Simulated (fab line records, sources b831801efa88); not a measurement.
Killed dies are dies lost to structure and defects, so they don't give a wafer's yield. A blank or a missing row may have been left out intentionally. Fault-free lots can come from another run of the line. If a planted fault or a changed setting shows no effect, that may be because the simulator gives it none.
One fault through the eyes of 2 desks ; flow sky130 ; each desk holds nothing but its own numbers, with what lay behind them at the end

== THE METROLOGY DESK ==
Lot by lot, what the gauges showed, no matter which tool ran the lot: averages of those sampled wafers that carry a number. Marked OUT: a lot whose mean sits more than 4 standard deviations from the usual mean, which makes it out of limits; the brackets give that distance.
Columns: A = cdNm at SKY_METAL2_CD_MEAS_15, usual 140.0 nm
lot;first seen here;A
L592;day 35 02:50;142.2
L594;day 35 18:59;137.3
L598;day 37 01:14;140.3
L603;day 38 15:33;138.5
L604;day 38 19:51;140.0
L605;day 39 02:44;141.1
L606;day 39 14:22;139.4
L607;day 40 00:16;142.5
L608;day 40 00:31;141.3
L610;day 40 10:11;138.2
L609;day 40 10:43;136.8
L613;day 41 03:55;139.1
Result from this desk: across the 12 lots, nothing is out of limits.

== FOR THE TOOL OWNER'S DESK: lithoTrack-02 ==
The tool's own readings at SKY_METAL2_DEVELOP_14 (develop time 60 s): means of the sampled wafers that have a number, for each lot that ran on this tool. Marked OUT: a lot whose mean sits more than 4 standard deviations from the usual mean, which makes it out of limits; the brackets give that distance.
Columns: A = developerTempC at SKY_METAL2_DEVELOP_14, usual 21.00 C
lot;first seen here;A
L592;day 35 02:00;21.04
L603;day 38 15:00;20.09 (-8.2) OUT
L604;day 38 19:00;20.11 (-8.1) OUT
This desk finds L603, L604 out of limits, L603 being first, at day 38 15:00 (developerTempC at SKY_METAL2_DEVELOP_14). In limits: L592.

== TAKEN TOGETHER ==
The tool owner's desk could have raised an alarm at day 38 15:00, on L603, L604.
From the metrology desk's view, nothing was out of limits.
The metrology desk has L603, L604 on record, within its limits.
On lithoTrack-02, each named lot ran SKY_METAL2_DEVELOP_14.

== WHAT THE SIMULATOR PUT IN ==
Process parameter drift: lithoTrack-02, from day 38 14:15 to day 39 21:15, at SKY_METAL2_DEVELOP_14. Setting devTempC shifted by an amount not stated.
Shown lots that were struck: L603, L604.
How many hours passed from the start of the fault until each desk's first out-of-limits reading: the tool owner's desk, 1.
